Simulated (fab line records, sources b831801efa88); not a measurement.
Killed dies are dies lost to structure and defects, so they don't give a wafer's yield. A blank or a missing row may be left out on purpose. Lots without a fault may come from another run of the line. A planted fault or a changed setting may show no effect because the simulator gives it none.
A struck lot beside a sound one | flow sky130 | 16 steps out of a route of 708
Sound: wafers L499.1, L499.4, L499.5. Struck: wafers L513.3, L513.5, L513.6. The cause comes at the end.
At each step with rows: each side's tool, then ch and its chambers, then its first start. Under that, the readings that differ: sound wafers | struck wafers | difference of the means | sigmas: that difference in standard deviations of wafers without a fault.
alike: readings whose means differ by less than 2 such deviations, and words and numbers that are the same on both sides. not compared: withheld readings, readings that some wafer has no value for, bounds like >300 that may hide the same value, and numbers for which the record gives no deviation and whose values overlap.
The two part at a step that has a row with sigmas, a row that says differs or no value, or rows on one side only. Numbers that don't overlap but have no deviation are shown without sigmas and don't part them. A reading that every wafer of one side lacks parts them only if that side has two wafers or more.

first, 2 steps without rows for these wafers: SKY_VT_ADJUST_PCH_PEB_05; SKY_VT_ADJUST_PCH_DEVELOP_06 (develop time 60 s).
SKY_VT_ADJUST_PCH_OVL_MEAS_07:
  sound on overlay-02, day 12 00:05; struck on overlay-01, day 16 16:42
  alike: VT_ADJUST_PCH_OVL
then, 1 step without rows for these wafers: SKY_VT_ADJUST_PCH_IMPLANT_08.
SKY_VT_ADJUST_PCH_STRIP_09: strips in O2/N2.
  sound on plasma_asher-01 ch 0,1, day 12 00:16; struck on plasma_asher-04 ch 0,1, day 16 16:55
  alike: drypump_motor_current_A, oes_product_au, strip_time_to_endpoint_s
  not compared: rf_hours_counter_h
SKY_VT_ADJUST_PCH_TW_MEAS_10:
  sound on film_metro-04, day 12 00:22; struck on film_metro-04, day 16 16:59
  alike: VT_ADJUST_PCH_TW
then, 6 steps without rows for these wafers: SKY_SONOS_TUNNEL_DEHYDRATE_00 (time 60 s); SKY_SONOS_TUNNEL_HMDS_01 (prime time 60 s); SKY_SONOS_TUNNEL_COAT_02 (resist thk 1140 nm); SKY_SONOS_TUNNEL_SOFTBAKE_03 (time 60 s); SKY_SONOS_TUNNEL_EXPOSE_04 (exposes mask TUNM, target cd 410 nm); SKY_SONOS_TUNNEL_PEB_05.
SKY_SONOS_TUNNEL_DEVELOP_06: develop time 60 s.
  sound on litho_track-03 ch 0, day 13 01:05; struck on litho_track-02 ch 0, day 17 20:44
SKY_SONOS_TUNNEL_CD_MEAS_07: target cd 410 nm.
  sound on cd_sem-01, day 13 01:14; struck on cd_sem-02, day 17 20:52
  reading    | sound             | struck            | difference | sigmas
  cd_nm (nm) | 407.2 410.4 409.9 | 377.4 379.7 380.0 | -30.1      | -17
SKY_SONOS_TUNNEL_OVL_MEAS_08:
  sound on overlay-01, day 13 01:21; struck on overlay-01, day 17 20:58
  alike: SONOS_TUNNEL_OVL
-- the record jumps here: 33 days lie between the struck wafers' starts before and after (it left off in module SONOS_TUNNEL and takes up again in module PAD_OPEN, whose first step shown is number 708 of the route) --
SKY_PAD_OPEN_PROBE_99:
  sound on prober-01, day 46 23:21; struck on prober-02, day 50 09:58
  reading         | sound | struck | difference | sigmas
  killed_at_other | 1 2 2 | 0 0 1  | -1         | -2
  alike: killed_at_M0_to_M3, killed_at_M4_up, killed_at_contacts, killed_at_front_end, killed_dies, killed_open, killed_short

WHERE THEY PART
First at SKY_SONOS_TUNNEL_CD_MEAS_07; last, within this record, at SKY_PAD_OPEN_PROBE_99.

WHY: what the simulator had put in
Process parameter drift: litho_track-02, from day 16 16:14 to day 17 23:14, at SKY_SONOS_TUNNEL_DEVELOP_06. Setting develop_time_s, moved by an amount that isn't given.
